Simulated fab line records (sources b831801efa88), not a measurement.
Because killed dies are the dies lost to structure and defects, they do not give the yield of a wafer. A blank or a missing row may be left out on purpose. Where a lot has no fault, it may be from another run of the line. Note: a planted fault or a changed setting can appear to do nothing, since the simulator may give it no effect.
8D (eight disciplines) problem report, filled in by code -- flow sky130 -- the parts of the form that need people (team, actions taken, sign-off) are left out

1. WHAT IS WRONG
Mean of spinSpeedRpm at SKY_METAL2_COAT_10: 2864.8 rpm across 6 wafers in 2 lots; on wafers with no fault it is 2999.9 rpm (standard deviation 1.8). That puts it -75 standard deviations away from the usual mean.
The step: resist thk 450 nm.
The first sign was on wafer L987.2 at day 35 03:00, on lithoTrack-03. The record has a number at this step for 36 wafers belonging to 12 lots. Rule for "out" (also "out of limits"): further than 4 standard deviations from the usual mean. The other wafers with a number count as sound.

2. WHAT THIS IS AND IS NOT
question,is,is not
which readings at this step,spinSpeedRpm,-
which lots,"L987, L990","L101, L104, L106, L107, L985, L986, L988, L993, L996, L998"
which wafers of those lots,all that have a number,-
read on which tools,lithoTrack-03,"lithoTrack-02, lithoTrack-04"
when,from day 35 03:00,"up to then (6 sound wafers); but 24 sound wafers of L101, L104, L106, L107, L988, L993, L996, L998 came after"

3. WHAT RULES OUT EACH SUSPECT
Counting: any tool at a process step up to the reading is kept as a suspect provided that every lot that is out went through it and no sound lot did after the first of them.
- pvdSputter-04 at SKY_METAL2_SPUTTER_01 (material TiN, target thk 20 nm, time 16.7 s): ruled out as a lasting fault. Following L987 (day 34 14:52), the first lot on it that is out, the sound lots L988, L998 were run on it.
- lithoTrack-03 at SKY_METAL2_COAT_10 (resist thk 450 nm): ruled out as a lasting fault. Following L987 (day 35 03:00), the first lot on it that is out, the sound lots L998, L101 were run on it.
Left after counting: nothing in the record.

4. THE CAUSE (what the simulator had put in)
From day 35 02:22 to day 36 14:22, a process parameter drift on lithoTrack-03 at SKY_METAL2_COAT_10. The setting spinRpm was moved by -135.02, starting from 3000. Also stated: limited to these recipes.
Counting ruled it out, wrongly.

5. THE CHAIN OF EFFECTS, in route order
One row per reading whose mean, taken over the struck wafers that have a number, lies over 3 standard deviations from the usual. Readings are gone through only where the record gives a usual standard deviation; hours: the median, over the lots, of the time from a lot's start at the first step in this table giving one to that lot's start at this step; sigmas: the change measured in usual standard deviations.
hours,step,reading,usual,on struck wafers,change,sigmas
0,SKY_METAL2_COAT_10,spinSpeedRpm,2999.9 rpm,2864.8,-135.1,-75
Its process steps:
- SKY_METAL2_COAT_10: resist thk 450 nm.

6. HOW IT WOULD HAVE BEEN CAUGHT EARLIER
In this record the first reading out of limits was taken at day 35 03:00, 1 hour after the fault began at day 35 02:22.
